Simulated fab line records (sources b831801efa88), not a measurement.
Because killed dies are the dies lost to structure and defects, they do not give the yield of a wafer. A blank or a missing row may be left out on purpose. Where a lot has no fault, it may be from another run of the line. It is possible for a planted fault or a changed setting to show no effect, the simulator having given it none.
fab line records    flow gf180mcu    part 2 of 2: steps 32 to 40 of 40
[record] lots = 5  wafers = 15  last-day = 33
route steps=602 shown M5@530 V5@540 TOP_METAL@567
lots that met no fault: taken from a fault-free run of the same line
start-h: the number of hours between the record's first day and the start of the first shown wafer of the lot    wait-h: hours from the lot's prior step to this one    " same as the row above    L1.1+2: a single row standing in for several wafers    - no value, or no start given    * or withheld: withheld    < > ~ a bound
route shown NAME@n: a module of which the file shows steps, and the number in the route of the first    usual: the fault-free wafers' mean and standard deviation    same: alike in all rows    chamber/n: place in a boat    sites: each site's reading    _std_site: standard deviation of those values    _edge_site: the outer-site mean with the inner-site mean subtracted    radius-mm: how far each site lies from the wafer's centre    mask NAME#n: copy n    behind: the tool/chamber that last shaped the wafer    hold: the reason the lot was held/the length of the hold in hours/how it ended    device: which transistor (n, p or np) failed to switch    end of line: tests of these same wafers at the route's end    where a step has no rows: the recipe by itself    killed: dies that structure and defects cost at the first sort, which is not the same as the wafer's yield    map: dies across one wafer; x = killed, . = not, _ = none there
set.NAME: the setting that was run; set.NAME@STEP: the one run at that earlier step    model.NAME: the simulator's own value behind a step, which no gauge read
a table for each step, a row for each wafer; lots at some steps of the route
services: when a tool's chamber went out of use (start-h, in hours from the record's first day, below 0 if earlier), for how many hours, and the reason
[[steps]]
[step GF_V5_SPUTTER_21]
[recipe] material = Ti  target-thk-nm = 15  chamber-pressure-pa = 5  power-w = 2500  substrate-temp-c = 200  time-s = 80.02
[usual] throttle-valve-pct = 30.3/1.1
lot.wafer  tool            chamber  start-h  wait-h  throttle-valve-pct
L074.1     pvd-sputter-02  -        639.77   0.0     29.5
L074.4     "               -        "        "       31.1
L074.6     "               -        "        "       30.9
L084.2     pvd-sputter-02  -        706.73   0.0     29.4
L084.4     "               -        "        "       31.2
L084.5     "               -        "        "       28.8
L086.1     pvd-sputter-03  -        725.35   0.0     30.2
L086.3     "               -        "        "       29.5
L086.5     "               -        "        "       29.5
L090.2     pvd-sputter-02  -        741.91   0.0     31.7
L090.4     "               -        "        "       29.3
L090.5     "               -        "        "       31.6
L092.3     pvd-sputter-04  -        757.75   0.0     31.3
L092.4     "               -        "        "       30.1
L092.5     "               -        "        "       30.4
[step GF_V5_SPUTTER_22]
[recipe] material = TiN  target-thk-nm = 10  chamber-pressure-pa = 5  power-w = 4000  time-s = 40
[usual] throttle-valve-pct = 30.3/1.1
lot.wafer  tool            chamber  start-h  wait-h  throttle-valve-pct
L074.1     pvd-sputter-02  -        639.83   0.0     29.5
L074.4     "               -        "        "       30.7
L074.6     "               -        "        "       30.6
L084.2     pvd-sputter-02  -        706.79   0.0     29.5
L084.4     "               -        "        "       30.8
L084.5     "               -        "        "       28.9
L086.1     pvd-sputter-03  -        725.41   0.0     30.0
L086.3     "               -        "        "       29.5
L086.5     "               -        "        "       29.5
L090.2     pvd-sputter-02  -        741.97   0.0     31.7
L090.4     "               -        "        "       29.7
L090.5     "               -        "        "       31.7
L092.3     pvd-sputter-04  -        757.81   0.0     31.5
L092.4     "               -        "        "       30.3
L092.5     "               -        "        "       30.2
[step GF_V5_CVD_23]
[recipe] material = W  target-thk-nm = 350  time-s = 104.9  temp-c = 400  pressure-torr = 40
[usual] heater-power-w = 834/110
lot.wafer  tool      chamber  start-h  wait-h  heater-power-w
L074.1     cvd-w-01  0        639.87   0.0     816
L074.4     "         0        "        "       824
L074.6     "         0        "        "       808
L084.2     cvd-w-02  0        706.83   0.0     1003
L084.4     "         0        "        "       1008
L084.5     "         1        "        "       706
L086.1     cvd-w-02  1        725.45   0.0     724
L086.3     "         1        "        "       712
L086.5     "         1        "        "       709
L090.2     cvd-w-02  1        742.01   0.0     690
L090.4     "         0        "        "       993
L090.5     "         1        "        "       722
L092.3     cvd-w-01  1        757.89   0.1     802
L092.4     "         0        "        "       821
L092.5     "         0        "        "       827
[step GF_V5_RS_MEAS_24]
[recipe] thk-meas-gauge = four-point-probe  reads = W_of_V5_CVD_23+TiN_of_V5_SPUTTER_22+Ti_of_V5_SPUTTER_21
[usual] V5_W_RS = 0.326/0.0044
lot.wafer  tool           chamber  start-h  wait-h  V5_W_RS[ohm/sq]
L074.1     film-metro-04  -        639.98   0.1     0.328
L074.4     "              -        "        "       0.325
L074.6     "              -        "        "       0.326
L084.2     film-metro-01  -        706.96   0.1     0.332
L084.4     "              -        "        "       0.330
L084.5     "              -        "        "       0.330
L086.1     film-metro-03  -        725.56   0.1     0.326
L086.3     "              -        "        "       0.327
L086.5     "              -        "        "       0.327
L090.2     film-metro-04  -        742.14   0.1     0.323
L090.4     "              -        "        "       0.330
L090.5     "              -        "        "       0.325
L092.3     film-metro-04  -        758.00   0.1     0.322
L092.4     "              -        "        "       0.329
L092.5     "              -        "        "       0.330
[step GF_V5_THK_MEAS_25]
[recipe] thk-meas-gauge = xrf  reads = W_of_V5_CVD_23
[usual] V5_W_THK = 353/5.3
lot.wafer  tool           chamber  start-h  wait-h  V5_W_THK[nm]
L074.1     film-metro-04  -        640.10   0.1     350
L074.4     "              -        "        "       353
L074.6     "              -        "        "       352
L084.2     film-metro-01  -        707.07   0.1     343
L084.4     "              -        "        "       347
L084.5     "              -        "        "       347
L086.1     film-metro-03  -        725.68   0.1     354
L086.3     "              -        "        "       356
L086.5     "              -        "        "       354
L090.2     film-metro-04  -        742.25   0.1     357
L090.4     "              -        "        "       350
L090.5     "              -        "        "       361
L092.3     film-metro-04  -        758.10   0.1     359
L092.4     "              -        "        "       351
L092.5     "              -        "        "       348
[step GF_V5_CMP_26]
[recipe] stop-on = SiO2  down-force-psi = 3.5  platen-rpm = 60  t-overpolish-s = 15  target-thk-nm = 0  pad-velocity-m-s = 0.94248
[usual] motor-current-A = 10.9/1.1  overpolish-run-s = 15.000/0.009  slurry-flow-ml-min = 150.0/0.43  time-to-endpoint-s = 85/3.9
lot.wafer  tool    chamber  start-h  wait-h  motor-current-A  overpolish-run-s  slurry-flow-ml-min  time-to-endpoint-s
L074.4     cmp-01  2        640.16   0.0     9.3              15.005            150.7               80
L074.1     "       0        "        "       11.6             14.999            149.9               86
L074.6     "       2        "        "       9.1              14.994            150.4               82
L084.4     cmp-02  2        707.17   0.1     9.5              14.998            150.0               85
L084.2     "       3        "        "       11.1             14.988            150.1               75
L084.5     "       1        "        "       12.3             15.008            149.7               79
L086.1     cmp-02  0        725.84   0.1     10.0             14.999            149.7               84
L086.3     "       1        "        "       12.2             15.018            150.3               83
L086.5     "       3        "        "       11.5             15.006            150.2               80
L090.4     cmp-01  3        742.30   0.0     12.3             14.995            150.5               88
L090.2     "       1        "        "       10.6             14.995            150.2               91
L090.5     "       3        "        "       12.0             14.995            149.8               90
L092.4     cmp-02  2        758.27   0.1     9.7              15.011            149.6               83
L092.3     "       3        "        "       10.8             15.010            149.9               81
L092.5     "       1        "        "       12.4             14.996            150.4               79
[step GF_TOP_METAL_SPUTTER_00]
[recipe] material = Ti  target-thk-nm = 37.5  arriving-ion-energy-ev = 80  substrate-temp-c = 200  chamber-pressure-pa = 2  power-w = 4000  time-s = 150
[usual] throttle-valve-pct = 30.1/1.5
lot.wafer  tool            chamber  start-h  wait-h  throttle-valve-pct
L074.1     pvd-sputter-01  -        640.46   0.1     32.3
L074.4     "               -        "        "       27.1
L074.6     "               -        "        "       28.4
L084.2     pvd-sputter-01  -        707.42   0.1     30.3
L084.4     "               -        "        "       27.4
L084.5     "               -        "        "       28.2
L086.1     pvd-sputter-01  -        726.04   0.1     30.2
L086.3     "               -        "        "       27.2
L086.5     "               -        "        "       27.4
L090.2     pvd-sputter-04  -        742.60   0.1     31.5
L090.4     "               -        "        "       30.2
L090.5     "               -        "        "       28.8
L092.3     pvd-sputter-02  -        758.47   0.1     30.9
L092.4     "               -        "        "       29.7
L092.5     "               -        "        "       30.9
[step GF_TOP_METAL_SPUTTER_01]
[recipe] material = TiN  target-thk-nm = 30  power-w = 6500  time-s = 25  chamber-pressure-pa = 0.4
[usual] throttle-valve-pct = 30.1/1.5
lot.wafer  tool            chamber  start-h  wait-h  throttle-valve-pct
L074.1     pvd-sputter-01  -        640.56   0.1     32.3
L074.4     "               -        "        "       27.1
L074.6     "               -        "        "       28.2
L084.2     pvd-sputter-01  -        707.52   0.1     30.3
L084.4     "               -        "        "       27.1
L084.5     "               -        "        "       28.2
L086.1     pvd-sputter-01  -        726.14   0.1     30.3
L086.3     "               -        "        "       27.3
L086.5     "               -        "        "       27.1
L090.2     pvd-sputter-04  -        742.70   0.1     31.3
L090.4     "               -        "        "       30.2
L090.5     "               -        "        "       28.8
L092.3     pvd-sputter-02  -        758.57   0.1     30.8
L092.4     "               -        "        "       29.5
L092.5     "               -        "        "       30.9
[step GF_TOP_METAL_SPUTTER_02]
[recipe] material = AlCu  target-thk-nm = 900  power-w = 10600  chamber-pressure-pa = 0.3  substrate-temp-c = 250  gas = Ar  time-s = 47.82
[usual] throttle-valve-pct = 30.1/1.5
lot.wafer  tool            chamber  start-h  wait-h  throttle-valve-pct
L074.1     pvd-sputter-01  -        640.59   0.0     32.4
L074.4     "               -        "        "       27.2
L074.6     "               -        "        "       28.0
L084.2     pvd-sputter-01  -        707.55   0.0     30.5
L084.4     "               -        "        "       27.3
L084.5     "               -        "        "       28.5
L086.1     pvd-sputter-01  -        726.17   0.0     30.3
L086.3     "               -        "        "       27.1
L086.5     "               -        "        "       27.4
L090.2     pvd-sputter-04  -        742.73   0.0     31.5
L090.4     "               -        "        "       30.3
L090.5     "               -        "        "       28.9
L092.3     pvd-sputter-02  -        758.60   0.0     31.2
L092.4     "               -        "        "       29.5
L092.5     "               -        "        "       30.8
[[services]]
tool             chamber  start-h  hours  kind
pvd-sputter-01   -        606.07   0.5    repair
krf-scanner-01   -        608.16   2.4    repair
plasma-asher-02  -        610.07   1.0    repair
cmp-01           -        623.36   1.4    repair
pvd-sputter-04   -        627.04   2.2    repair
rie-diel-03      0        644.66   7.1    repair
cmp-01           -        645.44   2.4    repair
krf-scanner-01   -        646.88   0.8    pm
cmp-01           -        649.20   1.4    repair
cmp-02           -        663.26   4.6    pm
krf-scanner-01   -        663.57   2.3    repair
pvd-sputter-04   -        664.72   3.1    repair
pvd-sputter-04   -        666.53   2.4    repair
rie-diel-03      1        706.51   4.0    repair
rie-diel-03      3        706.88   17.7   repair
krf-scanner-01   -        722.06   1.0    pm
krf-scanner-01   -        725.04   1.3    pm
pvd-sputter-02   -        726.74   3.4    repair
cmp-02           -        726.92   7.3    pm
rie-diel-03      1        730.69   8.1    repair
pvd-sputter-04   -        731.20   1.3    repair
cmp-01           -        744.01   4.0    pm
cmp-01           -        746.84   8.8    repair
cmp-02           -        748.54   0.5    repair
